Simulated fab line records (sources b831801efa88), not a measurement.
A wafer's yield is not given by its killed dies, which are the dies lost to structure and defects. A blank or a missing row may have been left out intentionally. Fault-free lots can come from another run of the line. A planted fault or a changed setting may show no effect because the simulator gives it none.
Code-filled problem report in 8D (eight disciplines) form ; flow sky130 ; the parts of the form that need people (team, actions taken, sign-off) are left out

## 1. THE PROBLEM
Wafers with no fault read 80.00 W with a standard deviation of 0.23, whereas bias-w at SKY_POLY_GATE_ETCH_16 reads a mean of 116.83 W on 1 wafer of 1 lot. So: +99 or more standard deviations from the usual mean.
The step: etches Si3N4 in CH3F/O2, stops on poly-Si, time 147.5 s, target depth 75 nm.
Seen first at day 22 05:12 on rie-diel-01, wafer L312.2. The record has a number at this step for 36 wafers belonging to 12 lots. Rule for "out" (also "out of limits"): further than 4 standard deviations from the usual mean. The other wafers with a number count as sound.

## 2. WHAT IT IS AND WHAT IT IS NOT
question;is;is not
which readings at this step;bias-w;drypump-motor-current-A, oes-product-au, throttle-valve-pct
which lots;L312;L297, L299, L300, L301, L302, L303, L315, L316, L318, L319, L320
which wafers of those lots;L312.2;L312.1, L312.4
read on which tools;rie-diel-01;rie-diel-03, rie-diel-04
when;from day 22 05:12;"up to then (20 sound wafers); but 15 sound wafers of L315, L316, L318, L319, L320 came after"

## 3. WHAT RULES OUT EACH SUSPECT
Counting: if a tool at a process step up to the reading ran every lot that is out, it stays a suspect. Sound lots after the first of them don't rule it out here, since some wafers of a struck lot are sound.
- rie-diel-01 at SKY_POLY_GATE_ETCH_16 (etches Si3N4 in CH3F/O2, stops on poly-Si, time 147.5 s, target depth 75 nm): kept. The lot that is out, L312, ran on it at day 22 05:12; the last sound lot it ran before that was L302, at day 18 05:59. Its own readings are out on those wafers: bias-w.
- At SKY_POLY_GATE_ETCH_16, inside rie-diel-01: chamber 0 took the wafers that are out, while their sound lot-mates went through chambers 1, 2.
Left after counting: rie-diel-01 at SKY_POLY_GATE_ETCH_16.

## 4. THE CAUSE (what the simulator had put in)
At SKY_POLY_GATE_ETCH_16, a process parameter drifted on rie-diel-01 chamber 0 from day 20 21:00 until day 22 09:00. From 80, the setting bias-w moved by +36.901. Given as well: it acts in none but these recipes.
This tool alone remained once counting was done.

## 5. THE EFFECT CHAIN, in route order
One row per reading whose mean, taken over the struck wafers that have a number, lies over 3 standard deviations from the usual. Only readings for which the record gives a usual standard deviation are gone through. hours: the time from each lot's start at the first step in this table that gives one to its start at this step, as a median over the lots. sigmas: the change in usual standard deviations.
hours;step;reading;usual;on struck wafers;change;sigmas
0;SKY_POLY_GATE_ETCH_16;bias-w;80.00 W;116.83;+36.83;+99 or more
0;SKY_POLY_GATE_STRIP_18;strip-time-to-endpoint-s;3.19 s;2.97;-0.22;-5.8
Process steps it contains:
- SKY_POLY_GATE_ETCH_16: etches Si3N4 in CH3F/O2, stops on poly-Si, time 147.5 s, target depth 75 nm.
- SKY_POLY_GATE_STRIP_18: strips in O2/N2.
Later measuring or inspecting steps at which every struck wafer that the step has a row for has a number for every such reading, and none has moved that far: SKY_CONTACT_THK_MEAS_03.

## 6. WHAT WOULD HAVE CAUGHT IT SOONER
32 hours passed between the start of the fault at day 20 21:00 and the first reading out of limits in this record, taken at day 22 05:12.
